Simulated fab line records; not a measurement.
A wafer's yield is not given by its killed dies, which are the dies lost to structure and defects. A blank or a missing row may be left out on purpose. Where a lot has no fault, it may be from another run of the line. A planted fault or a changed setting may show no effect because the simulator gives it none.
A lot that was struck, set against a sound lot -- flow sfq_line -- 18 steps out of a route of 325
Sound: the wafers L128.2, L128.5, L128.6. Wafers L127.3, L127.4, L127.6 were the ones struck. The cause is named last.
At each step with rows: each side's tool, then ch and its chambers, then its first start. Under that, the readings that differ: sound wafers -- struck wafers -- difference of the means -- sigmas: that difference in standard deviations of wafers without a fault.
alike: words and numbers the same on both sides, and readings whose means are apart by under 2 such deviations; not compared: readings that were withheld, readings missing a value for some wafer, numbers with overlapping values and no deviation given by the record, and bounds like >300 which may hide the same value.
Wherever a step has rows on one side only, a row that says differs or no value, or a row with sigmas, the two part there. Numbers that don't overlap but have no deviation are shown without sigmas and don't part them. A reading missing from all wafers of one side parts the sides only when that side holds two or more wafers.

first, 3 steps without rows for these wafers: SFQ_TRILAYER_L0_LITHO_EXPOSE_006 (exposes mask L0, target cd 2000 nm); SFQ_TRILAYER_L0_LITHO_PEB_008 (peb time 60 s); SFQ_TRILAYER_L0_LITHO_DEVELOP_007 (time 60 s).
SFQ_TRILAYER_L0_BARC_OPEN_METAL_ETCH_010: etches BARC in O2, target depth 125 nm, time 41.7 s.
  sound on rie_metal-04 ch 0,1, day 7 22:08; struck on rie_metal-04 ch 0,1, day 7 17:21
  alike: drypump_motor_current_A, oes_product_au
  not compared: rf_hours_counter_h
SFQ_TRILAYER_L0_ETCH_METAL_ETCH_008: etches MoNx KI in SF6/O2, stops on SiO2, target depth 50 nm, time 25 s.
  sound on rie_metal-04 ch 0,1, day 7 22:11; struck on rie_metal-04 ch 0,1, day 7 17:24
  alike: drypump_motor_current_A, oes_product_au
  not compared: rf_hours_counter_h
SFQ_TRILAYER_L0_STRIP_STRIP_009: strips in O2.
  sound on rie_metal-04 ch 0,1, day 7 22:14; struck on rie_metal-04 ch 0,1, day 7 17:38
  alike: drypump_motor_current_A, oes_product_au
  not compared: rf_hours_counter_h
then, 1 step without rows for these wafers: SFQ_TRILAYER_L0_STRIP_SOLV_CLEAN_010 (cleans in NMP, time 600 s).
SFQ_TRILAYER_L0_CAP_PECVD_011: deposits SiO2 from SiH4/N2O, time 13.333 s, target thk 60 nm.
  sound on pecvd-03 ch 0,1,2, day 7 23:01; struck on pecvd-02 ch 1,2, day 7 18:13
  alike: heater_power_w, throttle_valve_pct
then, 4 steps without rows for these wafers: SFQ_TRILAYER_L0_VIA_LITHO_COAT_018 (resist thk 62 nm); SFQ_TRILAYER_L0_VIA_LITHO_COAT_013 (resist thk 650 nm); SFQ_TRILAYER_L0_VIA_LITHO_SOFTBAKE_017; SFQ_TRILAYER_L0_VIA_LITHO_EXPOSE_014 (exposes mask L0V, target cd 700 nm).
-- the record jumps here: 4 days lie between the struck wafers' starts before and after --
SFQ_TRILAYER_L0_VIA_LITHO_PEB_016: peb time 60 s.
  sound on litho_track-01 ch 0, day 11 16:48; struck on litho_track-03 ch 0, day 11 12:01
  alike: exhaust_pa, plate_temp_C
then, 1 step without rows for these wafers: SFQ_TRILAYER_L0_VIA_LITHO_DEVELOP_015 (time 60 s).
SFQ_L0V_OVL_MEAS_903:
  struck on overlay-02, day 11 12:17; sound on overlay-02, day 11 17:05
  alike: L0V_OVL
SFQ_TRILAYER_L0_VIA_BARC_OPEN_VIA_ETCH_021: etches BARC in O2, target depth 125 nm, time 41.7 s.
  sound on rie_diel-02 ch 0,3, day 11 17:07; struck on rie_diel-03 ch 1,2,3, day 11 12:19
reading,sound,struck,difference,sigmas
model.L0V.cd_nm (nm),700 701.6 698.4,730.9 730.9 729.9,+30.6,
  alike: drypump_motor_current_A, oes_product_au
  not compared: rf_hours_counter_h
SFQ_TRILAYER_L0_VIA_ETCH_VIA_ETCH_016: etches SiO2 in CHF3, stops on MoNx KI, target depth 80 nm.
  sound on rie_diel-02 ch 0,3, day 11 17:09; struck on rie_diel-03 ch 1,2,3, day 11 12:21
reading,sound,struck,difference,sigmas
model.L0V.cd_nm (nm),700.1 701.7 699.1,730.9 731.3 730,+30.4,
  alike: drypump_motor_current_A, oes_product_au
SFQ_TRILAYER_L0_VIA_STRIP_STRIP_017: strips in O2.
  sound on rie_metal-03 ch 0,1, day 11 17:11; struck on rie_metal-03 ch 0,1, day 11 12:35
  alike: drypump_motor_current_A, oes_product_au
  not compared: rf_hours_counter_h

## WHERE THEY PART
Nowhere in this record.

WHY: the cause the simulator had injected
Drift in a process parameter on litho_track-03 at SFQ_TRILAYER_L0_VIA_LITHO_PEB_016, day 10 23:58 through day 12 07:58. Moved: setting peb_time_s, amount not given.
